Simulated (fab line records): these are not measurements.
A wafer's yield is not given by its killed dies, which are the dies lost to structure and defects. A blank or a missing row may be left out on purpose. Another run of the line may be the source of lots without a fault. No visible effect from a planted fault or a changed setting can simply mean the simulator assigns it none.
Which tool did it? :: flow sky130 :: 36 wafers from 12 lots sampled at 4 of the route's 708 steps

WHAT THE GAUGES READ, wafer by wafer
SKY_VT_ADJUST_LVTN_TW_MEAS_10.
lot: L874
measured: day 6 21:31
on: film-metro-02
VT_ADJUST_LVTN_TW: 242.7 241.5 243.5

lot: L875
measured: day 7 04:32
on: film-metro-04
VT_ADJUST_LVTN_TW: 243.2 243.2 244.8

lot: L879
measured: day 8 03:46
on: film-metro-04
VT_ADJUST_LVTN_TW: 243.4 243.6 244.1

lot: L881
measured: day 8 17:30
on: film-metro-02
VT_ADJUST_LVTN_TW: 244.4 243.9 244.0

lot: L886
measured: day 9 23:02
on: film-metro-02
VT_ADJUST_LVTN_TW: 242.3 243.6 242.7

lot: L888
measured: day 10 16:56
on: film-metro-02
VT_ADJUST_LVTN_TW: 241.5 241.3 241.4

lot: L889
measured: day 10 22:25
on: film-metro-02
VT_ADJUST_LVTN_TW: 240.7 242.8 242.0

lot: L890
measured: day 11 03:52
on: film-metro-01
VT_ADJUST_LVTN_TW: 243.3 243.7 243.4

lot: L892
measured: day 11 17:53
on: film-metro-02
VT_ADJUST_LVTN_TW: 242.2 241.6 240.9

lot: L894
measured: day 12 14:07
on: film-metro-01
VT_ADJUST_LVTN_TW: 244.0 244.4 244.0

lot: L896
measured: day 12 21:13
on: film-metro-01
VT_ADJUST_LVTN_TW: 244.4 244.8 244.4

lot: L897
measured: day 13 01:28
on: film-metro-01
VT_ADJUST_LVTN_TW: 242.9 243.2 243.2

SKY_POLY_GATE_OVL_MEAS_14.
lot: L874
measured: day 16 13:00
on: overlay-01
POLY_GATE_OVL (nm): 1 0 -7

lot: L875
measured: day 16 18:16
on: overlay-02
POLY_GATE_OVL (nm): -4 -11 -5

lot: L879
measured: day 17 20:16
on: overlay-01
POLY_GATE_OVL (nm): -3 -1 -3

lot: L881
measured: day 18 15:27
on: overlay-01
POLY_GATE_OVL (nm): -4 -2 4

lot: L886
measured: day 20 18:19
on: overlay-01
POLY_GATE_OVL (nm): -13 -11 -8

lot: L888
measured: day 21 16:28
on: overlay-01
POLY_GATE_OVL (nm): -3 -1 0

lot: L889
measured: day 21 20:43
on: overlay-02
POLY_GATE_OVL (nm): -16 -10 -7

lot: L890
measured: day 22 03:04
on: overlay-02
POLY_GATE_OVL (nm): 6 8 7

lot: L892
measured: day 23 00:03
on: overlay-01
POLY_GATE_OVL (nm): -2 -1 -3

lot: L894
measured: day 23 19:36
on: overlay-02
POLY_GATE_OVL (nm): -6 -3 -9

lot: L896
measured: day 24 05:28
on: overlay-01
POLY_GATE_OVL (nm): -7 0 -4

lot: L897
measured: day 24 10:36
on: overlay-01
POLY_GATE_OVL (nm): 2 -8 7

WHAT TOOL EACH LOT RAN ON (gives the tool, then ch and the chambers of the sampled wafers, and finally the start)
lot: L874
SKY_FIELD_ISO_ETCH_17: rie-si-01 ch 0,3, day 2 05:01
SKY_VT_ADJUST_PCH_STRIP_09: plasma-asher-01 ch 0,1, day 10 12:34

lot: L875
SKY_FIELD_ISO_ETCH_17: rie-si-01 ch 0,2,3, day 2 11:52
SKY_VT_ADJUST_PCH_STRIP_09: plasma-asher-02 ch 0,1, day 10 17:49

lot: L879
SKY_FIELD_ISO_ETCH_17: rie-si-02 ch 2,3, day 3 06:13
SKY_VT_ADJUST_PCH_STRIP_09: plasma-asher-04 ch 0, day 11 20:01

lot: L881
SKY_FIELD_ISO_ETCH_17: rie-si-02 ch 0,3, day 3 17:49
SKY_VT_ADJUST_PCH_STRIP_09: plasma-asher-02 ch 0,1, day 12 11:04

lot: L886
SKY_FIELD_ISO_ETCH_17: rie-si-02 ch 1,2, day 4 18:07
SKY_VT_ADJUST_PCH_STRIP_09: plasma-asher-01 ch 0,1, day 14 01:43

lot: L888
SKY_FIELD_ISO_ETCH_17: rie-si-01 ch 0,3, day 5 07:34
SKY_VT_ADJUST_PCH_STRIP_09: plasma-asher-01 ch 0,1, day 14 20:58

lot: L889
SKY_FIELD_ISO_ETCH_17: rie-si-01 ch 1,2, day 5 12:55
SKY_VT_ADJUST_PCH_STRIP_09: plasma-asher-04 ch 1, day 15 02:22

lot: L890
SKY_FIELD_ISO_ETCH_17: rie-si-01 ch 1,2,3, day 5 16:18
SKY_VT_ADJUST_PCH_STRIP_09: plasma-asher-02 ch 0,1, day 15 08:02

lot: L892
SKY_FIELD_ISO_ETCH_17: rie-si-01 ch 1,3, day 6 00:52
SKY_VT_ADJUST_PCH_STRIP_09: plasma-asher-04 ch 0,1, day 16 00:32

lot: L894
SKY_FIELD_ISO_ETCH_17: rie-si-01 ch 1,2,3, day 6 13:31
SKY_VT_ADJUST_PCH_STRIP_09: plasma-asher-04 ch 0,1, day 17 00:50

lot: L896
SKY_FIELD_ISO_ETCH_17: rie-si-01 ch 0,1,3, day 6 23:45
SKY_VT_ADJUST_PCH_STRIP_09: plasma-asher-02 ch 0,1, day 17 08:04

lot: L897
SKY_FIELD_ISO_ETCH_17: rie-si-02 ch 0,2, day 7 04:45
SKY_VT_ADJUST_PCH_STRIP_09: plasma-asher-04 ch 0,1, day 17 12:31
- SKY_FIELD_ISO_ETCH_17: etches Si in HBr/Cl2/O2, target depth 342 nm, time 97.7 s.
- SKY_VT_ADJUST_PCH_STRIP_09: strips in O2/N2.

AS READ BY THE TOOLS THEMSELVES (means over the sampled wafers that have a number; for cases with no such wafer, the mark the record gives instead)
SKY_FIELD_ISO_ETCH_17.
lot: L874
tool: rie-si-01
O2_flow_sccm (sccm): 5.975
drypump-motor-current-A (A): 5.2
oes-product-au (a.u.): 1.005
run-length-s (s): 125.5
throttle-valve-pct (%): 25.655

lot: L875
tool: rie-si-01
O2_flow_sccm (sccm): 6.011
drypump-motor-current-A (A): 5.2
oes-product-au (a.u.): 1.006
run-length-s (s): 125.8
throttle-valve-pct (%): 25.656

lot: L879
tool: rie-si-02
O2_flow_sccm (sccm): 6.016
drypump-motor-current-A (A): 6.1
oes-product-au (a.u.): 1.015
run-length-s (s): 126.4
throttle-valve-pct (%): 25.644

lot: L881
tool: rie-si-02
O2_flow_sccm (sccm): 5.991
drypump-motor-current-A (A): 6.3
oes-product-au (a.u.): 0.999
run-length-s (s): 93.2
throttle-valve-pct (%): 25.655

lot: L886
tool: rie-si-02
O2_flow_sccm (sccm): 6.001
drypump-motor-current-A (A): 6.1
oes-product-au (a.u.): 1.015
run-length-s (s): 93.0
throttle-valve-pct (%): 25.640

lot: L888
tool: rie-si-01
O2_flow_sccm (sccm): 6.012
drypump-motor-current-A (A): 5.2
oes-product-au (a.u.): 1.013
run-length-s (s): 125.5
throttle-valve-pct (%): 25.658

lot: L889
tool: rie-si-01
O2_flow_sccm (sccm): 6.005
drypump-motor-current-A (A): 5.1
oes-product-au (a.u.): 1.005
run-length-s (s): 125.8
throttle-valve-pct (%): 25.652

lot: L890
tool: rie-si-01
O2_flow_sccm (sccm): 6.003
drypump-motor-current-A (A): 5.1
oes-product-au (a.u.): 1.006
run-length-s (s): 125.7
throttle-valve-pct (%): 25.650

lot: L892
tool: rie-si-01
O2_flow_sccm (sccm): 6.001
drypump-motor-current-A (A): 5.1
oes-product-au (a.u.): 1.001
run-length-s (s): 126.1
throttle-valve-pct (%): 25.656

lot: L894
tool: rie-si-01
O2_flow_sccm (sccm): 5.994
drypump-motor-current-A (A): 5.1
oes-product-au (a.u.): 1.003
run-length-s (s): 125.7
throttle-valve-pct (%): 25.655

lot: L896
tool: rie-si-01
O2_flow_sccm (sccm): 5.994
drypump-motor-current-A (A): 5.1
oes-product-au (a.u.): 1.005
run-length-s (s): 125.9
throttle-valve-pct (%): 25.649

lot: L897
tool: rie-si-02
O2_flow_sccm (sccm): 6.005
drypump-motor-current-A (A): 6.2
oes-product-au (a.u.): 1.009
run-length-s (s): 126.2
throttle-valve-pct (%): 25.651

SKY_VT_ADJUST_PCH_STRIP_09.
lot: L874
tool: plasma-asher-01
drypump-motor-current-A (A): 5.5
oes-product-au (a.u.): 0.721
strip-time-to-endpoint-s (s): 36.85

lot: L875
tool: plasma-asher-02
drypump-motor-current-A (A): 5.6
oes-product-au (a.u.): 0.721
strip-time-to-endpoint-s (s): 37.05

lot: L879
tool: plasma-asher-04
drypump-motor-current-A (A): 5.9
oes-product-au (a.u.): 0.725
strip-time-to-endpoint-s (s): 36.83

lot: L881
tool: plasma-asher-02
drypump-motor-current-A (A): 5.6
oes-product-au (a.u.): 0.722
strip-time-to-endpoint-s (s): 37.12

lot: L886
tool: plasma-asher-01
drypump-motor-current-A (A): 5.5
oes-product-au (a.u.): 0.724
strip-time-to-endpoint-s (s): 36.87

lot: L888
tool: plasma-asher-01
drypump-motor-current-A (A): 5.5
oes-product-au (a.u.): 0.723
strip-time-to-endpoint-s (s): 36.88

lot: L889
tool: plasma-asher-04
drypump-motor-current-A (A): 6.2
oes-product-au (a.u.): 0.723
strip-time-to-endpoint-s (s): 36.98

lot: L890
tool: plasma-asher-02
drypump-motor-current-A (A): 5.6
oes-product-au (a.u.): 0.731
strip-time-to-endpoint-s (s): 36.96

lot: L892
tool: plasma-asher-04
drypump-motor-current-A (A): 6.1
oes-product-au (a.u.): 0.727
strip-time-to-endpoint-s (s): 36.88

lot: L894
tool: plasma-asher-04
drypump-motor-current-A (A): 6.0
oes-product-au (a.u.): 0.723
strip-time-to-endpoint-s (s): 36.93

lot: L896
tool: plasma-asher-02
drypump-motor-current-A (A): 5.4
oes-product-au (a.u.): 0.722
strip-time-to-endpoint-s (s): 36.92

lot: L897
tool: plasma-asher-04
drypump-motor-current-A (A): 6.1
oes-product-au (a.u.): 0.726
strip-time-to-endpoint-s (s): 36.98

THE ANSWER, worked out from the rows above alone
Rule: the lots themselves supply what counts as usual. Put in order of their means at a reading, lots are off if they are a third of the lots or fewer, leave a main group of 4 or more, and stand apart from it by a gap of 3 or more times the standard deviation of the main group's means; of several such gaps the widest counts. The tables above print the reading to a certain number of digits; a main group whose means all agree to those digits is not used. A lot without any number at a reading at which 4 lots or more have one is off too. All remaining lots with rows at the step are treated as sound. Order of review: gauges by route order, followed by the tools' own readings, for which a lot's mean as printed above is used. The first step at which some lot is off is used, and at that step the reading that is off furthest; a lot without a number counts as furthest.
Off, at SKY_FIELD_ISO_ETCH_17 on run-length-s: L881, L886. Main group: mean 125.9 s, sd 0.28.
If a tool, at that step or one of the process steps before it, ran each lot that is off and ran no sound lot following the first of them, it fits. Not one of the candidates tried fits.

WHAT THE SIMULATOR HAD INSERTED
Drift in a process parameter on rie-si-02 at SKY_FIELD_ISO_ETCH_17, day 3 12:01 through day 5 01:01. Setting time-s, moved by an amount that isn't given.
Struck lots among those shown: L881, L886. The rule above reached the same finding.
